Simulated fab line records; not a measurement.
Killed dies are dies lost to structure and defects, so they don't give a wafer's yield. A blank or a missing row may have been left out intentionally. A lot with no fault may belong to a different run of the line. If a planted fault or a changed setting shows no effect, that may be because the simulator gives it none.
The same fault as seen by 2 desks + flow gf180mcu + each desk holds nothing but its own numbers, with what lay behind them at the end

DESK OF THE TOOL OWNER: implanter-03
For each lot that ran on this tool, the mean over its sampled wafers that have a number, from the tool's own readings at GF_HV_LDD_IMPLANT_35. A lot is out of limits, marked OUT, if its mean lies more than 4 standard deviations from the usual mean; the brackets give that distance.
Columns: A = beam-on-s at GF_HV_LDD_IMPLANT_35, usual 9.99 s; B = dose-ions-cm2 at GF_HV_LDD_IMPLANT_35, usual 7.501e+12; C = faraday-current-uA at GF_HV_LDD_IMPLANT_35, usual 42.3; D = tilt-deg at GF_HV_LDD_IMPLANT_35, usual 29.997 degrees
| lot  | first seen here | A     | B                           | C             | D      |
|------|-----------------|-------|-----------------------------|---------------|--------|
| L517 | day 11 18:46    | 9.94  | 7.504e+12                   | 42.5          | 29.997 |
| L518 | day 12 03:10    | 9.85  | 7.495e+12                   | 42.9          | 29.985 |
| L522 | day 13 17:34    | 10.04 | 7.508e+12                   | 42.1          | 30.002 |
| L527 | day 15 08:36    | 9.96  | 7.495e+12                   | 42.5          | 30.002 |
| L533 | day 16 21:19    | 10.01 | 7.504e+12                   | 42.3          | 30.012 |
| L534 | day 17 07:08    | 9.91  | 1.223e+12 (-99 or more) OUT | 7.0 (-46) OUT | 29.986 |
| L535 | day 17 19:03    | 10.06 | 1.236e+12 (-99 or more) OUT | 6.9 (-46) OUT | 30.006 |
Finding of this desk: L534, L535 out of limits; the first was L534 at day 17 07:08, on dose-ions-cm2 at GF_HV_LDD_IMPLANT_35. Within limits: L517, L518, L522, L527, L533.

THE METROLOGY DESK
Means of the sampled wafers that have a number, per lot and without regard to the tool the lot ran on: this is what the gauges read. A lot is out of limits, marked OUT, if its mean lies more than 4 standard deviations from the usual mean; the brackets give that distance.
Columns: A = HV_LDD_3_TW at GF_HV_LDD_TW_MEAS_38, usual 1448; B = HV_LDD_RS at GF_HV_LDD_RS_MEAS_53, usual 418.7 ohm/sq; C = PSD_TW at GF_PSD_TW_MEAS_11, usual 3189
| lot  | first seen here | A    | B               | C    |
|------|-----------------|------|-----------------|------|
| L517 | day 11 19:10    | 1461 | 417.8           | 3255 |
| L518 | day 12 03:34    | 1472 | 419.4           | 3247 |
| L522 | day 13 17:58    | 1467 | 417.7           | 3146 |
| L521 | day 13 18:08    | 1418 | 417.8           | 3142 |
| L523 | day 14 04:29    | 1424 | 419.6           | 3181 |
| L527 | day 15 08:59    | 1426 | 418.0           | 3152 |
| L528 | day 15 11:33    | 1425 | 419.0           | 3255 |
| L533 | day 16 21:43    | 1464 | 419.5           | 3250 |
| L534 | day 17 07:32    | 1362 | 436.7 (+23) OUT | 3178 |
| L535 | day 17 19:27    | 1363 | 436.6 (+23) OUT | 3153 |
| L537 | day 18 08:55    | 1425 | 419.3           | 3278 |
| L539 | day 19 04:28    | 1417 | 419.7           | 3184 |
Per this desk, out of limits: L534, L535; the first was L534, day 18 07:34 (HV_LDD_RS at GF_HV_LDD_RS_MEAS_53). Within limits: L517, L518, L522, L521, L523, L527, L528, L533, L537, L539.

ALL TOGETHER
The tool owner's desk could have raised an alarm at day 17 07:08, on L534, L535.
L534, L535 would have let the metrology desk raise an alarm at day 18 07:34.
On implanter-03, each named lot ran GF_HV_LDD_IMPLANT_35.

WHAT THE SIMULATOR HAD PUT IN
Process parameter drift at GF_HV_LDD_IMPLANT_35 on implanter-03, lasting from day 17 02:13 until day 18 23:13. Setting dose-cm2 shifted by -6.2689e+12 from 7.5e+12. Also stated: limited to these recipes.
Shown lots that were struck: L534, L535.
Hours from the fault's start to each desk's first reading out of limits: the tool owner's desk, 5; the metrology desk, 29.
